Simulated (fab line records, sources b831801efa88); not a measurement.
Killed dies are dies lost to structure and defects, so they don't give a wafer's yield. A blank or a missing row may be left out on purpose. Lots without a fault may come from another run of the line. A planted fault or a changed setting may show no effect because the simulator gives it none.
fab line records | flow sky130 | part 2 of 2: steps 27 to 38 of 38
record lots=5 wafers=15 last_day=50
route steps=708 shown LI_CONTACT@362 LOCAL_INTERCONNECT@387
lots that met no fault: from a run of the same line without faults
start_h: hours from the record's first day to the start of the lot's first wafer shown | wait_h: hours since the lot's step before | " the same as in the row above | L1.1+2: a row that stands for several wafers | - no value, or no start given | * or withheld: withheld | < > ~ a bound
route shown NAME@n: a module of which the file shows steps, and the number in the route of the first | usual: mean/standard deviation of fault-free wafers | same: alike in all rows | chamber/n: place in a boat | sites: the reading at each site | _std_site: their standard deviation | _edge_site: outer sites' mean less inner sites' | radius_mm: how far each site lies from the wafer's centre | mask NAME#n: copy n | behind: the tool/chamber that last shaped the wafer | hold: why the lot was held/for how many hours/how that ended | device: the transistor (n, p or np) that didn't switch | end of line: the same wafers' tests at the end of the route | a step without rows: its recipe alone | killed: dies lost to structure and defects at the first sort, not the wafer's yield | map: a wafer's dies, x killed, . not, _ none there
set.NAME: the setting as run; set.NAME@STEP: as run at that earlier step | model.NAME: the simulator's own value behind a step, which no gauge read
lots at some steps of the route; a table a step, a row a wafer
services: from which hour (start_h, from the record's first day; less than 0 if before it) a tool's chamber was out of use, for how many hours, and why
## steps
# step SKY_LOCAL_INTERCONNECT_RS_MEAS_01
# recipe thk_meas_gauge=four-point-probe reads=TiN_of_LOCAL_INTERCONNECT_SPUTTER_00
# usual LOCAL_INTERCONNECT_TIN_RS=14.17/0.17
# columns lot.wafer tool chamber start_h wait_h LOCAL_INTERCONNECT_TIN_RS[ohm/sq]
L080.2 film_metro-01 - 748.03 0.1 14.34
L080.5 " - " " 14.24
L080.6 " - " " 14.40
L082.1 film_metro-04 - 750.94 0.0 14.19
L082.3 " - " " 14.25
L082.4 " - " " 14.15
L084.2 film_metro-01 - 754.71 0.1 14.30
L084.4 " - " " 14.21
L084.5 " - " " 14.29
L083.2 film_metro-01 - 757.45 0.1 13.97
L083.4 " - " " 14.13
L083.5 " - " " 14.18
L095.1 film_metro-01 - 858.18 0.0 14.24
L095.2 " - " " 14.32
L095.6 " - " " 14.29
# step SKY_LOCAL_INTERCONNECT_THK_MEAS_02
# recipe thk_meas_gauge=xrf reads=TiN_of_LOCAL_INTERCONNECT_SPUTTER_00
# usual LOCAL_INTERCONNECT_TIN_THK=97.6/1.2
# columns lot.wafer tool chamber start_h wait_h LOCAL_INTERCONNECT_TIN_THK[nm]
L080.2 film_metro-01 - 748.14 0.1 96.6
L080.5 " - " " 97.5
L080.6 " - " " 96.4
L082.1 film_metro-04 - 751.06 0.1 96.8
L082.3 " - " " 96.4
L082.4 " - " " 97.3
L084.2 film_metro-01 - 754.82 0.1 96.9
L084.4 " - " " 97.8
L084.5 " - " " 97.0
L083.2 film_metro-01 - 757.56 0.1 99.3
L083.4 " - " " 98.1
L083.5 " - " " 97.8
L095.1 film_metro-01 - 858.30 0.1 97.9
L095.2 " - " " 97.6
L095.6 " - " " 97.4
# step SKY_LOCAL_INTERCONNECT_DEHYDRATE_03
# recipe temp_c=200 time_s=60
# columns lot.wafer tool chamber start_h wait_h
L080.2+5+6 litho_track-02 0 759.77 11.6
L082.1+3+4 litho_track-04 0 765.07 14.0
L084.2+4+5 litho_track-02 0 768.42 13.6
L083.2+4+5 litho_track-04 0 771.65 14.1
L095.1+2+6 litho_track-01 0 869.96 11.6
# step SKY_LOCAL_INTERCONNECT_HMDS_04
# recipe prime_time_s=60 prime_temp_c=120
# same prime_time_s=60
# columns lot.wafer tool chamber start_h wait_h
L080.2+5+6 litho_track-02 0 759.92 0.1
L082.1+3+4 litho_track-04 0 765.22 0.1
L084.2+4+5 litho_track-02 0 768.57 0.1
L083.2+4+5 litho_track-04 0 771.80 0.1
L095.1+2+6 litho_track-01 0 870.11 0.1
# step SKY_LOCAL_INTERCONNECT_COAT_05
# recipe resist=BARC temp_c=withheld time_s=withheld spin_rpm=3000 resist_thk_nm=60
# usual spin_speed_rpm=3000.3/1.8
# columns lot.wafer tool chamber start_h wait_h spin_speed_rpm
L080.2 litho_track-02 0 760.07 0.1 2999.8
L080.5 " 0 " " 2998.1
L080.6 " 0 " " 2999.3
L082.1 litho_track-04 0 765.37 0.1 3001.0
L082.3 " 0 " " 2999.3
L082.4 " 0 " " 2998.6
L084.2 litho_track-02 0 768.72 0.1 3000.0
L084.4 " 0 " " 3001.3
L084.5 " 0 " " 3002.9
L083.2 litho_track-04 0 771.95 0.1 3000.0
L083.4 " 0 " " 3000.6
L083.5 " 0 " " 2997.6
L095.1 litho_track-01 0 870.26 0.1 3000.1
L095.2 " 0 " " 3003.2
L095.6 " 0 " " 3001.7
# step SKY_LOCAL_INTERCONNECT_COAT_06
# recipe resist=KrF-thick spin_rpm=3000 resist_thk_nm=450
# usual spin_speed_rpm=3000.1/2
# columns lot.wafer tool chamber start_h wait_h spin_speed_rpm
L080.2 litho_track-02 0 - - 3000.2
L080.5 " 0 " " 3004.7
L080.6 " 0 " " 2996.7
L082.1 litho_track-04 0 - - 2998.5
L082.3 " 0 " " 3000.1
L082.4 " 0 " " 3000.6
L084.2 litho_track-02 0 - - 3000.4
L084.4 " 0 " " 3001.0
L084.5 " 0 " " 2997.4
L083.2 litho_track-04 0 - - 2998.0
L083.4 " 0 " " 2998.3
L083.5 " 0 " " 2998.9
L095.1 litho_track-01 0 - - 2998.3
L095.2 " 0 " " 3004.2
L095.6 " 0 " " 3000.9
# step SKY_LOCAL_INTERCONNECT_SOFTBAKE_07
# recipe temp_c=100 time_s=90 resist=KrF-thick
# columns lot.wafer tool chamber start_h wait_h
L080.2+5+6 litho_track-02 0 - -
L082.1+3+4 litho_track-04 0 - -
L084.2+4+5 litho_track-02 0 - -
L083.2+4+5 litho_track-04 0 - -
L095.1+2+6 litho_track-01 0 - -
# step SKY_LOCAL_INTERCONNECT_EXPOSE_08
# recipe mask_id=LI1M na=0.8 source_shape=annular sigma_inner=0.55 sigma_outer=0.85 target_cd_nm=170 dose_mj=28
# usual exposure_dose_mJ_cm2=27.978/0.027
# same na=0.8
# columns lot.wafer tool chamber start_h wait_h mask exposure_dose_mJ_cm2
L080.2 krf_scanner-02 0 - - LI1M#0 28.007
L080.5 " 0 " " LI1M#0 28.000
L080.6 " 0 " " LI1M#0 27.975
L082.1 krf_scanner-01 0 - - LI1M#0 27.966
L082.3 " 0 " " LI1M#0 27.995
L082.4 " 0 " " LI1M#0 27.975
L084.2 krf_scanner-01 0 - - LI1M#0 28.032
L084.4 " 0 " " LI1M#0 28.019
L084.5 " 0 " " LI1M#0 28.018
L083.2 krf_scanner-02 0 - - LI1M#0 27.979
L083.4 " 0 " " LI1M#0 27.999
L083.5 " 0 " " LI1M#0 27.989
L095.1 krf_scanner-02 0 - - LI1M#0 27.974
L095.2 " 0 " " LI1M#0 27.951
L095.6 " 0 " " LI1M#0 27.940
# step SKY_LOCAL_INTERCONNECT_PEB_09
# recipe peb_temp_c=withheld peb_time_s=withheld resist=KrF-thick
# columns lot.wafer tool chamber start_h wait_h
L080.2+5+6 litho_track-01 0 - -
L082.1+3+4 litho_track-01 0 - -
L084.2+4+5 litho_track-04 0 - -
L083.2+4+5 litho_track-04 0 - -
L095.1+2+6 litho_track-02 0 - -
# step SKY_LOCAL_INTERCONNECT_DEVELOP_10
# recipe develop_time_s=60 resist=KrF-thick dev_temp_c=21
# columns lot.wafer tool chamber start_h wait_h
L080.2+5+6 litho_track-01 0 - -
L082.1+3+4 litho_track-01 0 - -
L084.2+4+5 litho_track-04 0 - -
L083.2+4+5 litho_track-04 0 - -
L095.1+2+6 litho_track-02 0 - -
# step SKY_LOCAL_INTERCONNECT_CD_MEAS_11
# recipe target_cd_nm=170
# usual cd_nm=170.7/1.3
# columns lot.wafer tool chamber start_h wait_h cd_nm
L080.2 cd_sem-02 - 774.43 - 171.1
L080.5 " - " " 171.7
L080.6 " - " " 169.2
L082.1 cd_sem-01 - 777.86 - 168.9
L082.3 " - " " 168.8
L082.4 " - " " 171.6
L084.2 cd_sem-01 - 781.49 - 170.2
L084.4 " - " " 171.1
L084.5 " - " " 171.6
L083.2 cd_sem-02 - 784.84 - 172.9
L083.4 " - " " 172.6
L083.5 " - " " 172.6
L095.1 cd_sem-01 - 884.00 - 169.6
L095.2 " - " " 170.2
L095.6 " - " " 169.9
# step SKY_LOCAL_INTERCONNECT_OVL_MEAS_12
# usual LOCAL_INTERCONNECT_OVL=-3/5.7
# columns lot.wafer tool chamber start_h wait_h LOCAL_INTERCONNECT_OVL[nm]
L080.2 overlay-02 - 774.54 0.1 -14
L080.5 " - " " 2
L080.6 " - " " -8
L082.1 overlay-01 - 777.98 0.1 -3
L082.3 " - " " 0
L082.4 " - " " -4
L084.2 overlay-01 - 781.60 0.1 3
L084.4 " - " " 2
L084.5 " - " " -2
L083.2 overlay-02 - 784.95 0.1 -4
L083.4 " - " " 3
L083.5 " - " " -5
L095.1 overlay-01 - 884.12 0.1 -10
L095.2 " - " " -2
L095.6 " - " " -1
## services
# columns tool chamber start_h hours kind
krf_scanner-01 - 697.36 1.0 pm
krf_scanner-02 - 698.36 0.8 pm
pvd_sputter-02 - 714.69 1.1 repair
cmp-02 - 730.48 7.9 pm
krf_scanner-01 - 731.59 7.2 pm
rie_diel-02 2 738.51 5.7 repair
krf_scanner-02 - 738.79 1.3 pm
hdpcvd-01 1 765.56 11.0 repair
cvd_w-01 1 784.27 2.7 repair
rie_diel-03 0 789.38 15.6 repair
krf_scanner-01 - 792.51 1.3 pm
hdpcvd-01 - 796.37 6.0 pm
rie_diel-02 2 817.78 8.0 repair
krf_scanner-02 - 827.42 1.0 pm
krf_scanner-02 - 833.20 11.6 pm
pvd_sputter-01 - 837.86 1.5 repair
krf_scanner-01 - 844.83 0.8 pm
rie_diel-03 3 845.05 2.0 repair
pvd_sputter-02 - 850.07 1.9 repair
hdpcvd-01 2 860.01 12.4 repair
rie_diel-02 2 860.46 1.6 repair
krf_scanner-01 - 866.36 1.0 pm
krf_scanner-02 - 867.36 0.8 pm
krf_scanner-01 - 876.79 4.0 pm
